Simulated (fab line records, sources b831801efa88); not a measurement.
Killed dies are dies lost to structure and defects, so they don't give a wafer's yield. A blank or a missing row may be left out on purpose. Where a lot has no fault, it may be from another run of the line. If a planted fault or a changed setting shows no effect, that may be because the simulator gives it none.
Which tool did it?	flow gf180mcu	Sampling: 15 lots, 45 wafers, 5 of 602 route steps

## WHAT EACH GAUGE READ, for each wafer
GF_DNWELL_TW_MEAS_09.
lot	measured	on	DNWELL_TW
L525	day 3 06:57	film metro-01	1389 1389 1380
L526	day 3 10:48	film metro-01	1375 1382 1379
L527	day 3 16:47	film metro-02	1346 1346 1346
L528	day 3 22:10	film metro-02	1356 1345 1343
L530	day 4 07:53	film metro-01	1378 1383 1386
L531	day 4 14:05	film metro-03	1378 1380 1374
L532	day 4 19:32	film metro-02	1354 1365 1347
L534	day 5 05:52	film metro-03	1378 1377 1368
L535	day 5 11:00	film metro-01	1371 1377 1373
L538	day 6 02:20	film metro-03	31 32 32
L539	day 6 07:05	film metro-02	31 31 31
L540	day 6 14:13	film metro-03	32 32 32
L541	day 6 19:17	film metro-02	1338 1341 1340
L542	day 6 23:35	film metro-01	1372 1372 1370
L545	day 7 16:35	film metro-03	1393 1389 1389

GF_POLY_GATE_THK_MEAS_17.
lot	measured	on	POLY_GATE_OXIDATION_THK (nm)
L525	day 9 23:49	film metro-02	3.98 3.98 4.04
L526	day 10 07:32	film metro-03	3.75 3.74 3.76
L527	day 10 20:28	film metro-01	4.05 3.92 3.99
L528	day 10 20:28	film metro-03	4.00 3.94 4.06
L530	day 11 16:49	film metro-02	3.85 3.82 3.84
L531	day 11 16:49	film metro-01	4.01 3.97 3.94
L532	day 12 06:51	film metro-03	4.18 4.26 4.20
L534	day 12 21:26	film metro-01	4.14 4.17 4.20
L535	day 13 01:14	film metro-03	4.20 4.06 4.15
L538	day 13 19:31	film metro-02	3.79 3.85 3.77
L539	day 14 00:47	film metro-01	3.90 3.86 3.90
L540	day 14 08:21	film metro-03	3.94 3.92 3.90
L541	day 14 15:50	film metro-02	3.83 3.92 3.95
L542	day 15 02:03	film metro-03	4.01 4.00 3.99
L545	day 16 07:46	film metro-03	4.08 4.07 4.11

## EACH LOT AND THE TOOL THAT RAN IT (in order: tool; ch and the chambers of the sampled wafers; start)
lot	GF_STI_ETCH_13	GF_DNWELL_DEVELOP_06	GF_VT_IMPLANT_STRIP_09
L525	rie diel-02 ch 1,2, day 2 12:50	litho track-02 ch 0, day 3 06:00	plasma asher-03 ch 0, day 6 05:46
L526	rie diel-01 ch 0,1,3, day 2 17:06	litho track-02 ch 0, day 3 10:00	plasma asher-01 ch 0,1, day 6 10:56
L527	rie diel-03 ch 1,2,3, day 2 22:54	litho track-02 ch 0, day 3 16:00	plasma asher-04 ch 0,1, day 6 17:52
L528	rie diel-01 ch 0,1, day 3 03:32	litho track-01 ch 0, day 3 21:00	plasma asher-01 ch 0,1, day 6 23:25
L530	rie diel-03 ch 0,1,3, day 3 13:26	litho track-02 ch 0, day 4 07:00	plasma asher-04 ch 0,1, day 7 11:34
L531	rie diel-03 ch 1,2,3, day 3 18:50	litho track-02 ch 0, day 4 13:00	plasma asher-03 ch 0,1, day 7 17:10
L532	rie diel-02 ch 1,2, day 4 01:23	litho track-03 ch 0, day 4 19:00	plasma asher-04 ch 0,1, day 8 00:10
L534	rie diel-03 ch 0,1,2, day 4 10:09	litho track-02 ch 0, day 5 05:00	plasma asher-04 ch 0,1, day 8 12:46
L535	rie diel-01 ch 0,1,3, day 4 15:20	litho track-02 ch 0, day 5 10:00	plasma asher-01 ch 0,1, day 8 18:34
L538	rie diel-03 ch 0,2, day 5 06:41	litho track-03, day 6 01:00	plasma asher-01 ch 0,1, day 9 10:43
L539	rie diel-01 ch 0,2,3, day 5 12:09	litho track-03, day 6 06:00	plasma asher-04 ch 0,1, day 9 16:52
L540	rie diel-01 ch 0,1, day 5 18:33	litho track-02, day 6 13:00	plasma asher-03 ch 0,1, day 10 00:49
L541	rie diel-02 ch 0,2,3, day 5 22:53	litho track-03 ch 0, day 6 18:00	plasma asher-03 ch 0,1, day 10 08:16
L542	rie diel-01 ch 0,1, day 6 02:56	litho track-02 ch 0, day 6 23:00	plasma asher-01 ch 0,1, day 10 11:36
L545	rie diel-03 ch 0,2, day 6 21:02	litho track-03 ch 0, day 7 16:00	plasma asher-01 ch 0,1, day 11 13:55
- GF_STI_ETCH_13: etches the open film in CHF3/O2, stops on Si, target depth 282.31 nm, time 112.9 s.
- GF_DNWELL_DEVELOP_06: develop time 60 s.
- GF_VT_IMPLANT_STRIP_09: strips in O2/N2.

## AS READ BY THE TOOLS THEMSELVES (means over the sampled wafers that have a number; for cases with no such wafer, the mark the record gives instead)
GF_STI_ETCH_13.
lot	tool	O2_flow_sccm (sccm)	chf3 flow sccm (sccm)	drypump motor current A (A)	oes product au (a.u.)	throttle valve pct (%)
L525	rie diel-02	5.028	50.07	5.4	0.829	8.814
L526	rie diel-01	4.987	50.14	5.4	0.839	8.814
L527	rie diel-03	5.001	49.95	5.8	0.830	8.803
L528	rie diel-01	5.001	50.02	5.3	0.836	8.821
L530	rie diel-03	5.013	49.92	5.6	0.822	8.809
L531	rie diel-03	5.016	49.81	5.8	0.828	8.808
L532	rie diel-02	5.005	49.93	5.4	0.833	8.815
L534	rie diel-03	5.004	50.06	5.9	0.843	8.818
L535	rie diel-01	4.995	50.05	5.4	0.830	8.810
L538	rie diel-03	4.991	50.13	5.8	0.837	8.803
L539	rie diel-01	5.004	49.89	6.0	0.839	8.822
L540	rie diel-01	5.002	49.97	5.0	0.832	8.812
L541	rie diel-02	4.987	50.06	5.6	0.835	8.808
L542	rie diel-01	5.001	49.98	5.3	0.827	8.810
L545	rie diel-03	4.997	50.11	5.5	0.843	8.809

GF_DNWELL_DEVELOP_06.
lot	tool	chill plate temp C (C)	exhaust pa (Pa)
L525	litho track-02	23.13	44.6
L526	litho track-02	22.94	44.7
L527	litho track-02	23.06	45.4
L528	litho track-01	22.90	45.1
L530	litho track-02	23.15	46.7
L531	litho track-02	22.87	45.0
L532	litho track-03	23.10	45.1
L534	litho track-02	23.04	43.8
L535	litho track-02	22.98	45.6
L538	litho track-03	-	-
L539	litho track-03	-	-
L540	litho track-02	-	-
L541	litho track-03	23.04	43.6
L542	litho track-02	22.96	44.9
L545	litho track-03	22.99	44.6

GF_VT_IMPLANT_STRIP_09.
lot	tool	drypump motor current A (A)	heater power w (W)	oes product au (a.u.)	strip time to endpoint s (s)
L525	plasma asher-03	4.8	330	0.716	12.63
L526	plasma asher-01	5.6	335	0.715	12.65
L527	plasma asher-04	5.9	318	0.719	12.61
L528	plasma asher-01	5.5	313	0.716	12.63
L530	plasma asher-04	5.9	314	0.716	12.60
L531	plasma asher-03	5.1	331	0.714	12.62
L532	plasma asher-04	6.0	347	0.713	12.60
L534	plasma asher-04	6.0	349	0.718	12.60
L535	plasma asher-01	5.6	328	0.719	12.64
L538	plasma asher-01	5.6	328	0.717	12.64
L539	plasma asher-04	5.9	317	0.714	12.63
L540	plasma asher-03	5.1	331	0.718	12.63
L541	plasma asher-03	5.5	327	0.713	12.64
L542	plasma asher-01	5.6	327	0.715	12.58
L545	plasma asher-01	5.6	327	0.720	12.62

## THE ANSWER, worked out from the rows above alone
Rule: the lots themselves supply what counts as usual. The widest of any qualifying gaps counts: lots, ordered by their means at a reading, are off when they make up no more than a third of the lots, leave a main group of 4 or more, and stand apart from it by 3 or more times the standard deviation of that group's means. The tables above print the reading to a certain number of digits; a main group whose means all agree to those digits is not used. Also off: a lot with no number at a reading for which 4 or more lots have one. The other lots that the step has rows for count as sound. First the gauges in route order, then the tools' own readings, where a lot's mean is used as printed above. The first step at which some lot is off is used, and at that step the reading that is off furthest; a lot without a number counts as furthest.
Off: at GF_DNWELL_TW_MEAS_09 (DNWELL_TW), L538, L539, L540. For the main group the mean is 1369 and the standard deviation 16.
If a tool, at a process step before that reading, ran all the lots that are off and no sound lot after the first of them, it fits. The gauges at GF_DNWELL_TW_MEAS_09 aren't tried: what is off there is off at GF_DNWELL_DEVELOP_06 too, on other tools, and a gauge's error can't cause that. Not one of the candidates tried fits.

## WHAT THE SIMULATOR HAD PUT IN
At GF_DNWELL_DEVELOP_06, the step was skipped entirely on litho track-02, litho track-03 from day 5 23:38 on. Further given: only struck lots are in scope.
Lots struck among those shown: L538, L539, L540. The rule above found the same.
